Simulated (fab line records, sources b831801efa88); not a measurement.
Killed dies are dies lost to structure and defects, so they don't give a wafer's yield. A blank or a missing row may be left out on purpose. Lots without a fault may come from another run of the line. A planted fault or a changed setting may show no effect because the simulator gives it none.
Which tool did it? | flow sky130 | 14 lots, 42 wafers sampled, at 2 steps of a route of 708

WHAT THE GAUGES READ, wafer by wafer
The record holds no reading of a measuring or inspecting step that can be judged against a usual standard deviation.

WHICH TOOL RAN EACH LOT (tool, then ch and the chambers of the sampled wafers, then the start)
lot  | SKY_METAL4_METAL_ETCH_18          | SKY_METAL4_STRIP_19
L181 | rie_metal-02 ch 0,1, day 41 16:57 | plasma_asher-03 ch 0,1, day 41 17:08
L182 | rie_metal-01 ch 0,1, day 41 20:43 | plasma_asher-02 ch 0,1, day 41 20:53
L184 | rie_metal-01 ch 0,1, day 42 15:05 | plasma_asher-03 ch 0,1, day 42 15:16
L185 | rie_metal-02 ch 1, day 43 00:07   | plasma_asher-04 ch 0, day 43 00:18
L186 | rie_metal-04 ch 0,1, day 43 02:47 | plasma_asher-04 ch 0, day 43 02:58
L188 | rie_metal-01 ch 1, day 43 16:14   | plasma_asher-03 ch 0,1, day 43 16:25
L191 | rie_metal-04 ch 1, day 44 13:05   | plasma_asher-04 ch 0, day 44 13:15
L192 | rie_metal-01 ch 0,1, day 44 19:16 | plasma_asher-02 ch 0,1, day 44 19:27
L193 | rie_metal-01 ch 0,1, day 44 21:20 | plasma_asher-02 ch 0,1, day 44 21:29
L194 | rie_metal-01 ch 0,1, day 45 02:58 | plasma_asher-04 ch 0,1, day 45 03:09
L198 | rie_metal-04 ch 0,1, day 46 06:44 | plasma_asher-02 ch 0,1, day 46 06:55
L200 | rie_metal-01 ch 0,1, day 46 22:20 | plasma_asher-04 ch 0,1, day 46 22:30
L201 | rie_metal-02 ch 0,1, day 47 06:16 | plasma_asher-04 ch 0,1, day 47 06:27
L202 | rie_metal-01 ch 0,1, day 47 06:45 | plasma_asher-04 ch 0,1, day 47 06:56
- SKY_METAL4_METAL_ETCH_18: etches the open film in Cl2/BCl3, stops on SiO2, target depth 845 nm, time 183.1 s.
- SKY_METAL4_STRIP_19: strips in O2/N2.

WHAT THE TOOLS THEMSELVES READ (means of the sampled wafers that have a number; where no wafer has one, the mark that the record gives instead)
SKY_METAL4_METAL_ETCH_18. Usual: drypump_motor_current_A 5.7 A, standard deviation 0.49; oes_product_au 0.866 a.u., standard deviation 0.0061; rf_fwd_power_W 896 W, standard deviation 3.1; throttle_valve_pct 22.264 %, standard deviation 0.0085.
lot  | tool         | drypump_motor_current_A (A) | oes_product_au (a.u.) | rf_fwd_power_W (W) | throttle_valve_pct (%) | flag
L181 | rie_metal-02 | 6.0                         | 0.872                 | 892                | 22.274                 |
L182 | rie_metal-01 | 6.0                         | 0.861                 | 896                | 22.269                 |
L184 | rie_metal-01 | 6.2                         | 0.859                 | 895                | 22.260                 |
L185 | rie_metal-02 | 6.2                         | 0.865                 | 891                | 22.270                 |
L186 | rie_metal-04 | 5.2                         | 0.864                 | 893                | 22.267                 |
L188 | rie_metal-01 | 6.4                         | 0.859                 | 897                | 22.263                 |
L191 | rie_metal-04 | 5.0                         | 0.864                 | 896                | 22.269                 |
L192 | rie_metal-01 | 6.0                         | 0.862                 | 894                | 22.266                 |
L193 | rie_metal-01 | 6.0                         | 0.866                 | 898                | 22.256                 |
L194 | rie_metal-01 | 6.0                         | 0.871                 | 896                | 22.271                 |
L198 | rie_metal-04 | 5.3                         | 0.865                 | 895                | 22.251                 |
L200 | rie_metal-01 | 6.0                         | 0.859                 | 893                | 22.248                 |
L201 | rie_metal-02 | 6.0                         | 0.865                 | 900                | 22.257                 |
L202 | rie_metal-01 | 6.2                         | 0.863                 | 899                | 22.260                 |

SKY_METAL4_STRIP_19. Usual: drypump_motor_current_A 5.7 A, standard deviation 0.37; oes_product_au 0.501 a.u., standard deviation 0.0062; strip_time_to_endpoint_s 6.51 s, standard deviation 0.086.
lot  | tool            | drypump_motor_current_A (A) | oes_product_au (a.u.) | strip_time_to_endpoint_s (s) | flag
L181 | plasma_asher-03 | 5.7                         | 0.502                 | 6.48                         |
L182 | plasma_asher-02 | 5.9                         | 0.503                 | 6.47                         |
L184 | plasma_asher-03 | 5.8                         | 0.493                 | 6.39                         |
L185 | plasma_asher-04 | 6.1                         | 0.504                 | 6.48                         |
L186 | plasma_asher-04 | 6.1                         | 0.506                 | 6.58                         |
L188 | plasma_asher-03 | 5.8                         | 0.493                 | 6.38                         |
L191 | plasma_asher-04 | 6.1                         | 0.504                 | 6.60                         |
L192 | plasma_asher-02 | 5.6                         | 0.504                 | 6.54                         |
L193 | plasma_asher-02 | 5.7                         | 0.502                 | 6.54                         |
L194 | plasma_asher-04 | 5.8                         | 0.503                 | 6.48                         |
L198 | plasma_asher-02 | 5.9                         | 0.499                 | 6.57                         |
L200 | plasma_asher-04 | 5.5                         | 0.529                 | 7.17                         | OFF
L201 | plasma_asher-04 | 5.5                         | 0.498                 | 6.49                         |
L202 | plasma_asher-04 | 5.8                         | 0.514                 | 6.83                         | OFF

THE ANSWER, worked out from the rows above alone
Rule: a lot is off if the mean of its wafers that have a number lies more than 3 standard deviations from the usual mean. A lot without any number at a reading at which 4 lots or more have one is off too. The other lots that the step has rows for count as sound. The gauges are gone through in route order, then the tools' own readings, and for those a lot's mean is taken as printed above. The first step at which some lot is off is used, and at that step the reading that is off furthest; a lot without a number counts as furthest.
Off: L200, L202, at SKY_METAL4_STRIP_19 (strip_time_to_endpoint_s).
A tool fits if, at that step or a process step before it, it ran every lot that is off, and no sound lot after the first of them. One fits: rie_metal-01 at SKY_METAL4_METAL_ETCH_18. Its last sound lot is L194 (day 45 02:58), its first lot that is off L200 (day 46 22:20): a fault that began between those two fits.

WHAT THE SIMULATOR HAD PUT IN
Process parameter drift: rie_metal-01, from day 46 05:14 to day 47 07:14, at SKY_METAL4_METAL_ETCH_18. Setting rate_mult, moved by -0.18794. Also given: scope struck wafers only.
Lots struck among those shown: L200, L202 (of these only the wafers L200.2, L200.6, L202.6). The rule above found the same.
